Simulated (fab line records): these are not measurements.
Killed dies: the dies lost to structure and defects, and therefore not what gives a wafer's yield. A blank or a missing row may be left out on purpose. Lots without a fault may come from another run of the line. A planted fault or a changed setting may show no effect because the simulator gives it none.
2 desks, one fault    flow sky130    each desk holds nothing but its own numbers, with what lay behind them at the end

THE METROLOGY DESK
Lot by lot, what the gauges showed, no matter which tool ran the lot: averages of those sampled wafers that carry a number. Any lot whose mean is over 4 standard deviations away from the usual mean is out of limits and marked OUT; that distance is given in the brackets.
Columns: A = METAL2_ALCU_RS at SKY_METAL2_RS_MEAS_05, usual 0.1274 ohm/sq
lot   first seen here  A
L202  day 34 20:47     0.1248
L203  day 35 04:05     0.1274
L204  day 35 21:25     0.1292
L205  day 35 21:44     0.1269
L206  day 36 08:45     0.1285
L214  day 38 23:47     0.1271
L219  day 40 03:17     0.1255
L220  day 40 09:51     0.1298
L222  day 41 03:29     0.1275
L224  day 41 12:07     0.1261
This desk found nothing out of limits on any of the 10 lots.

THE TOOL OWNER'S DESK: rie-metal-02
The tool's own readings at SKY_METAL2_METAL_ETCH_19 (etches the open film in Cl2/BCl3, stops on SiO2, target depth 360 nm, time 78 s): means of the sampled wafers that have a number, for each lot that ran on this tool. Any lot whose mean is over 4 standard deviations away from the usual mean is out of limits and marked OUT; that distance is given in the brackets.
Columns: A = chamber-pressure-mTorr at SKY_METAL2_METAL_ETCH_19, usual 10.001 mTorr; B = drypump-motor-current-A at SKY_METAL2_METAL_ETCH_19, usual 6.01 A; C = oes-product-au at SKY_METAL2_METAL_ETCH_19, usual 0.852 a.u.; D = run-length-s at SKY_METAL2_METAL_ETCH_19, usual 106.7 s; E = throttle-valve-pct at SKY_METAL2_METAL_ETCH_19, usual 22.265 %
lot   first seen here  A       B     C                D               E
L202  day 35 23:42     9.994   5.85  0.861            106.2           22.252
L203  day 36 06:42     9.994   5.83  0.853            106.3           22.271
L204  day 37 00:16     10.006  5.84  0.977 (+18) OUT  94.9 (-14) OUT  22.263
L206  day 37 11:04     9.998   5.95  0.976 (+18) OUT  94.5 (-14) OUT  22.263
L220  day 41 09:20     10.000  5.84  0.847            106.1           22.262
This desk finds L204, L206 out of limits, L204 being first, at day 37 00:16 (oes-product-au at SKY_METAL2_METAL_ETCH_19). L202, L203, L220: within limits.

ALL TOGETHER
An alarm could have come from the tool owner's desk at day 37 00:16, on L204, L206.
The metrology desk saw nothing out of limits.
The metrology desk holds a record of L204, L206, inside its limits.
Of the lots named, all ran SKY_METAL2_METAL_ETCH_19 on rie-metal-02.

WHAT THE SIMULATOR HAD INSERTED
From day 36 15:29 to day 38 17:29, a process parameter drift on rie-metal-02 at SKY_METAL2_METAL_ETCH_19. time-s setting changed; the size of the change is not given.
Struck lots among those shown: L204, L206.
Each desk's first reading out of limits, in hours after the fault started: the tool owner's desk, 9.
